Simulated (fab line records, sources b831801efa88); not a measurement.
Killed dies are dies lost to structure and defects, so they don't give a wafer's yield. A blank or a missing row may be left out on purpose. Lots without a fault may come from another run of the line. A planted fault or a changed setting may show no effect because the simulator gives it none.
Chamber matching | flow sky130 | SKY_CONTACT_CVD_00 on pecvd-02: 3 sister chambers
The step deposits Si3N4, target thk 75 nm. 6 wafers are shown with their chamber, then 9 later ones without.

WAFERS WITH THEIR CHAMBER
wafer  | chamber | heater_power_w (W) | susceptor_temp_C (C)
L084.1 | 2       | 730                | 400.34
L086.2 | 0       | 657                | 399.92
L086.4 | 0       | 654                | 399.83
L089.1 | 2       | 696                | 399.71
L089.2 | 1       | 703                | 399.73
L089.5 | 1       | 716                | 399.93

WAFERS WITHOUT THEIR CHAMBER
wafer  | heater_power_w (W) | susceptor_temp_C (C)
L091.1 | 716                | 400.07
L091.3 | 635                | 400.20
L091.6 | 736                | 400.29
L093.2 | 651                | 400.18
L093.4 | 654                | 400.46
L093.6 | 615                | 399.79
L095.2 | 830                | 400.33
L095.3 | 682                | 399.88
L095.4 | 691                | 399.97

WHICH CHAMBER EACH WENT THROUGH
wafer  | from the rows above          | in truth
L091.1 | can't be placed: 2 or 1      | 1
L091.3 | 0                            | 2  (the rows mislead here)
L091.6 | can't be placed: 2 or 1      | 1
L093.2 | 0                            | 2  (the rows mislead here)
L093.4 | 0                            | 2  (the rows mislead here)
L093.6 | 0                            | 0
L095.2 | can't be placed: 2 or 1      | 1
L095.3 | can't be placed: 0 or 1 or 2 | 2
L095.4 | can't be placed: 1 or 2 or 0 | 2
Placed correctly: 1 of 9. Can't be placed from these rows: 5 (the true chamber is among the candidates in 5). Placed wrongly: 3.
How it was worked out, from the rows above alone: a wafer's distance from a chamber is the root of the sum, over the readings, of the square of ((its reading less the chamber's mean) divided by the reading's scatter). The wafer belongs to the nearest chamber; if the next one is less than 2 further off, it can't be placed. A chamber's mean is the mean of its shown wafers. The scatter: the root of (the sum of the squares of (reading less its chamber's mean) over the shown wafers, divided by (wafers less chambers)).
